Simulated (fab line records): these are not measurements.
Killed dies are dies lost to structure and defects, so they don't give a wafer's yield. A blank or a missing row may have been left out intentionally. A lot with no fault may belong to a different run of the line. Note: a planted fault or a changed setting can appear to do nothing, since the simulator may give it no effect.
2 desks, one fault / flow gf180mcu / what lay behind the numbers comes last; until then each desk has only its own

## FOR THE TOOL OWNER'S DESK: lpcvd-01
The tool's own readings at GF_HV_LDD_CVD_54 (deposits SiO2 from TEOS, target thk 10 nm, time 75 s): means of the sampled wafers that have a number, for each lot that ran on this tool. Any lot whose mean is over 4 standard deviations away from the usual mean is out of limits and marked OUT; that distance is given in the brackets. It has 8 readings, of which 7 appear: the earliest out of limits, and the ones furthest out on some lot.
Columns: A = spike_tc_bottom_C at GF_HV_LDD_CVD_54, usual 699.5 C; B = spike_tc_centre_C at GF_HV_LDD_CVD_54, usual 679.5 C; C = spike_tc_lower_C at GF_HV_LDD_CVD_54, usual 681.2 C; D = spike_tc_top_C at GF_HV_LDD_CVD_54, usual 694.4 C; E = spike_tc_upper_C at GF_HV_LDD_CVD_54, usual 680.1 C; F = susceptor_temp_C at GF_HV_LDD_CVD_54, usual 680.0 C; G = zone_power_lower_pct at GF_HV_LDD_CVD_54, usual 9.9 %
lot=L362; first seen here=day 12 21:06; A=697.8; B=679.9; C=679.8; D=697.5; E=680.2; F=679.9; G=11.0
lot=L364; first seen here=day 13 16:42; A=698.9; B=678.5; C=680.3; D=696.6; E=681.9; F=679.7; G=10.9
lot=L370; first seen here=day 15 15:48; A=698.3; B=678.9; C=680.0; D=697.5; E=679.9; F=680.4; G=10.9
lot=L373; first seen here=day 16 10:37; A=700.3; B=680.0; C=682.7; D=690.0; E=678.5; F=680.0; G=10.2
lot=L374; first seen here=day 16 17:31; A=730.0 (+18) OUT; B=710.4 (+28) OUT; C=711.7 (+19) OUT; D=726.1 (+12) OUT; E=712.7 (+25) OUT; F=711.7 (+99 or more) OUT; G=11.8
lot=L375; first seen here=day 17 03:51; A=731.3 (+19) OUT; B=711.3 (+29) OUT; C=714.7 (+21) OUT; D=721.2 (+10) OUT; E=709.5 (+23) OUT; F=711.4 (+99 or more) OUT; G=11.1
lot=L383; first seen here=day 19 23:29; A=699.0; B=679.6; C=679.8; D=696.5; E=680.7; F=680.4; G=11.0
lot=L384; first seen here=day 20 08:29; A=698.9; B=679.4; C=683.1; D=691.1; E=678.9; F=680.0; G=10.1
This desk's finding: out of limits on L374, L375; first on L374, day 16 17:31 (spike_tc_bottom_C at GF_HV_LDD_CVD_54). In limits: L362, L364, L370, L373, L383, L384.

## FROM THE METROLOGY DESK
Lot by lot, what the gauges showed, no matter which tool ran the lot: averages of those sampled wafers that carry a number. Any lot whose mean is over 4 standard deviations away from the usual mean is out of limits and marked OUT; that distance is given in the brackets.
Columns: A = HV_LDD_CVD_54_THK at GF_HV_LDD_THK_MEAS_55, usual 10.00 nm
lot=L362; first seen here=day 12 22:07; A=9.82
lot=L363; first seen here=day 13 08:56; A=9.93
lot=L364; first seen here=day 13 17:43; A=9.96
lot=L370; first seen here=day 15 16:49; A=10.25
lot=L372; first seen here=day 16 06:37; A=9.87
lot=L373; first seen here=day 16 11:38; A=10.22
lot=L374; first seen here=day 16 18:32; A=20.44 (+70) OUT
lot=L375; first seen here=day 17 04:53; A=20.26 (+68) OUT
lot=L382; first seen here=day 19 14:10; A=10.18
lot=L383; first seen here=day 20 00:31; A=9.94
lot=L384; first seen here=day 20 09:32; A=9.94
Finding of this desk: L374, L375 out of limits, first seen on L374 at day 16 18:32 (HV_LDD_CVD_54_THK at GF_HV_LDD_THK_MEAS_55). In limits: L362, L363, L364, L370, L372, L373, L382, L383, L384.

## BROUGHT TOGETHER
The tool owner's desk could have raised an alarm at day 16 17:31, on L374, L375.
Metrology desk: alarm possible at day 16 18:32 on L374, L375.
Every lot named ran GF_HV_LDD_CVD_54 on lpcvd-01.

## WHAT HAD BEEN PUT IN BY THE SIMULATOR
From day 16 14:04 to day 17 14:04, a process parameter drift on lpcvd-01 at GF_HV_LDD_CVD_54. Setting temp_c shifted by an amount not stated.
Shown lots that were struck: L374, L375.
Delay (hours) between the fault's onset and each desk's first out-of-limits reading: 3 at the tool owner's desk, 4 at the metrology desk.
